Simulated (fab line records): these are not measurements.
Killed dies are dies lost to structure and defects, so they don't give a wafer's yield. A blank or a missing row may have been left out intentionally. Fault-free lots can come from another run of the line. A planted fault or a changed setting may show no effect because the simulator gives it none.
Problem report in the 8D (eight disciplines) form, filled by code | flow sky130 | the parts of the form that need people (team, actions taken, sign-off) are left out

1. THE PROBLEM
Mean of pressure mtorr at SKY_FIELD_ISO_CVD_24: 7.209 mTorr across 3 wafers in 2 lots; on wafers with no fault it is 6.000 mTorr (standard deviation 0.013). That is +93 standard deviations from the usual mean.
The step: deposits SiO2, target thk 595 nm, time 99.2 s.
Seen first at day 5 19:51 on hdpcvd-01, wafer L915.1. At this step, 42 wafers from 14 lots have a number in the record. Rule for "out" (also "out of limits"): further than 4 standard deviations from the usual mean. The rest of the wafers with a number are treated as sound.

2. WHAT THIS IS AND IS NOT
question                    | is                     | is not
which readings at this step | pressure mtorr         | susceptor temp C
which lots                  | L915, L917             | L899, L900, L901, L902, L903, L904, L905, L906, L907, L908, L911, L918
which wafers of those lots  | L915.1, L915.6, L917.6 | L915.3, L917.1, L917.5
read on which tools         | hdpcvd-01              | hdpcvd-02
when                        | from day 5 19:51       | up to then (34 sound wafers); but 5 sound wafers of L917, L918 came after

3. THE SUSPECTS, EACH WITH WHAT RULES IT OUT
Counting: a tool at a process step up to the reading stays a suspect if it ran every lot that is out. Sound lots after the first of them don't rule it out here, since some wafers of a struck lot are sound.
- hdpcvd-01 at SKY_FIELD_ISO_CVD_24 (deposits SiO2, target thk 595 nm, time 99.2 s): kept. It processed each lot that is out (first: L915, day 5 19:51); up to then, its last sound lot is L908 (day 4 09:34). Its own readings are out on those wafers: pressure mtorr.
- At SKY_FIELD_ISO_CVD_24, inside hdpcvd-01: chamber 2 took the wafers that are out, while their sound lot-mates went through chambers 0, 1.
Left after counting: hdpcvd-01 at SKY_FIELD_ISO_CVD_24.

4. THE CAUSE (what the simulator had put in)
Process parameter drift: hdpcvd-01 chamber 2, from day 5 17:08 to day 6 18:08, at SKY_FIELD_ISO_CVD_24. The setting pressure mtorr was moved by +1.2, starting from 6. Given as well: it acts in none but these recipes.
The count eliminated every tool but this one.

5. SEQUENCE OF EFFECTS, ordered by route
Each row: a reading whose mean over the struck wafers that have a number lies more than 3 standard deviations from the usual. Only readings for which the record gives a usual standard deviation are gone through. hours: the time from each lot's start at the first step in this table that gives one to its start at this step, as a median over the lots. sigmas: the change in usual standard deviations.
hours | step                 | reading        | usual       | on struck wafers | change | sigmas
0     | SKY_FIELD_ISO_CVD_24 | pressure mtorr | 6.000 mTorr | 7.209            | +1.209 | +93
Its process steps:
- SKY_FIELD_ISO_CVD_24: deposits SiO2, target thk 595 nm, time 99.2 s.
Later measuring or inspecting steps at which every struck wafer that the step has a row for has a number for every such reading, and none has moved that far: SKY_DNWELL_TW_MEAS_09, SKY_VT_ADJUST_LVTN_OVL_MEAS_07, SKY_VT_ADJUST_LVTN_TW_MEAS_10.

6. WHAT WOULD HAVE CAUGHT IT SOONER
First out-of-limits reading in this record: day 5 19:51, which is 3 hours after fault onset at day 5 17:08.
